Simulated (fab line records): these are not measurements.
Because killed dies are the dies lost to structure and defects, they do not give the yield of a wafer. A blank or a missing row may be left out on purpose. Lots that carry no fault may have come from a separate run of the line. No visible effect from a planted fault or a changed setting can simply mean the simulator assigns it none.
Problem report, 8D (eight disciplines) form, completed by code || flow sky130 || the parts of the form that need people (team, actions taken, sign-off) are left out

## 1. WHAT IS WRONG
At SKY_PAD_OPEN_PROBE_99, sort_bin_3_pad_short averages 4.2 % over 4 wafers from 2 lots, while fault-free wafers read 0.9 %, standard deviation 0.42. That is +7.9 standard deviations from the usual mean.
First observed at day 51 14:01: wafer L906.4, on prober-01. The record holds 18 wafers of 6 lots with a number at this step. The rule behind "out" and "out of limits": a value lying over 4 standard deviations away from the usual mean. The other wafers with a number count as sound.

## 2. WHAT IT IS, AND WHAT IT ISN'T
{"question": "which readings at this step", "is": "sort_bin_3_pad_short, defectLimitedYield, killed_at_M0_to_M3, killedDies, sortNPass, sortYieldPct", "is not": "killed_at_M4_up, killedAtContacts, killedAtFrontEnd, killedAtOther, killedShort, sort_bin_6_memory"}
{"question": "which lots", "is": "L906, L909", "is not": "L889, L893, L908, L912"}
{"question": "which wafers of those lots", "is": "L906.4, L906.6, L909.3, L909.5", "is not": "L906.5, L909.2"}
{"question": "read on which tools", "is": "prober-01", "is not": "prober-02"}
{"question": "when", "is": "from day 51 14:01", "is not": "up to then (9 sound wafers); but 5 sound wafers of L906, L909, L912 came after"}

## 3. SUSPECTS, AND WHAT RULES EACH OUT
Counting: any tool at a process step up to the reading remains a suspect provided it ran every lot that is out. Sound lots after the first of them don't rule it out here, since some wafers of a struck lot are sound.
- cvdW-02 at SKY_VIA1_CVD_21 (deposits W, target thk 270 nm, time 80.902 s): kept. It ran every lot that is out, first L906 (day 41 12:43); its last sound lot up to then is L893 (day 35 05:04).
- pecvd-04 at SKY_CAP2M_CVD_00 (deposits SiO2, target thk 15.5 nm): kept. It ran every lot that is out, first L906 (day 46 17:29); its last sound lot up to then is L908 (day 46 11:13).
- prober-01 at SKY_PAD_OPEN_PROBE_99: kept. It ran every lot that is out, first L906 (day 51 14:01); its last sound lot up to then is L893 (day 46 23:06). On those wafers its own readings are out: defectLimitedYield, killed_at_M0_to_M3, killedDies, sort_bin_3_pad_short, sortNPass, sortYieldPct.
- Within cvdW-02 at SKY_VIA1_CVD_21, the wafers that are out were processed in chamber 1 and their sound lot-mates in chamber 0.
Left after counting: cvdW-02 at SKY_VIA1_CVD_21, pecvd-04 at SKY_CAP2M_CVD_00, prober-01 at SKY_PAD_OPEN_PROBE_99.

## 4. THE CAUSE (what the simulator had put in)
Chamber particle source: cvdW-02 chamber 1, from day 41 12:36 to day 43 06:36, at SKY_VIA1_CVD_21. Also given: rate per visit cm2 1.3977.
Counting left 3 suspects, and this tool is among them.

## 5. THE EFFECT CHAIN, in route order
One row per reading whose mean, taken over the struck wafers that have a number, lies over 3 standard deviations from the usual. Only readings whose record carries a usual standard deviation are examined. hours: median over the lots of the time between each lot's start at the first step of this table that gives one and its start at this step. sigmas: the change, counted in usual standard deviations.
{"hours": 0, "step": "SKY_PAD_OPEN_PROBE_99", "reading": "defectLimitedYield", "usual": "82.5 %", "on struck wafers": 72.9, "change": -9.6, "sigmas": -4.8}
{"hours": 0, "step": "SKY_PAD_OPEN_PROBE_99", "reading": "killed_at_M0_to_M3", "usual": 42, "on struck wafers": 95, "change": "+53", "sigmas": "+7.3"}
{"hours": 0, "step": "SKY_PAD_OPEN_PROBE_99", "reading": "killedDies", "usual": 86, "on struck wafers": 134, "change": "+48", "sigmas": "+4.8"}
{"hours": 0, "step": "SKY_PAD_OPEN_PROBE_99", "reading": "sort_bin_3_pad_short", "usual": "0.9 %", "on struck wafers": 4.2, "change": "+3.3", "sigmas": "+7.9"}
{"hours": 0, "step": "SKY_PAD_OPEN_PROBE_99", "reading": "sort_bin_5_function", "usual": "10.3 %", "on struck wafers": 16.5, "change": "+6.2", "sigmas": "+4.1"}
{"hours": 0, "step": "SKY_PAD_OPEN_PROBE_99", "reading": "sortNPass", "usual": 406, "on struck wafers": 358, "change": -48, "sigmas": -4.8}
{"hours": 0, "step": "SKY_PAD_OPEN_PROBE_99", "reading": "sortYieldPct", "usual": "82.5 %", "on struck wafers": 72.9, "change": -9.6, "sigmas": -4.8}
It contains these process steps:
- SKY_PAD_OPEN_PROBE_99

## 6. WHAT WOULD HAVE CAUGHT IT SOONER
First out-of-limits reading in this record: day 51 14:01, which is 241 hours after fault onset at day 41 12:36.
An alarm limit of 4 standard deviations would not have fired on the tool readings at SKY_VIA1_CVD_21 for which the record gives a usual standard deviation, since none of them was out on any struck wafer.
Lots out: 2; all had begun SKY_VIA1_CVD_21 on cvdW-02 by day 51 14:01. None of them would have been spared by holding the tool at that moment.
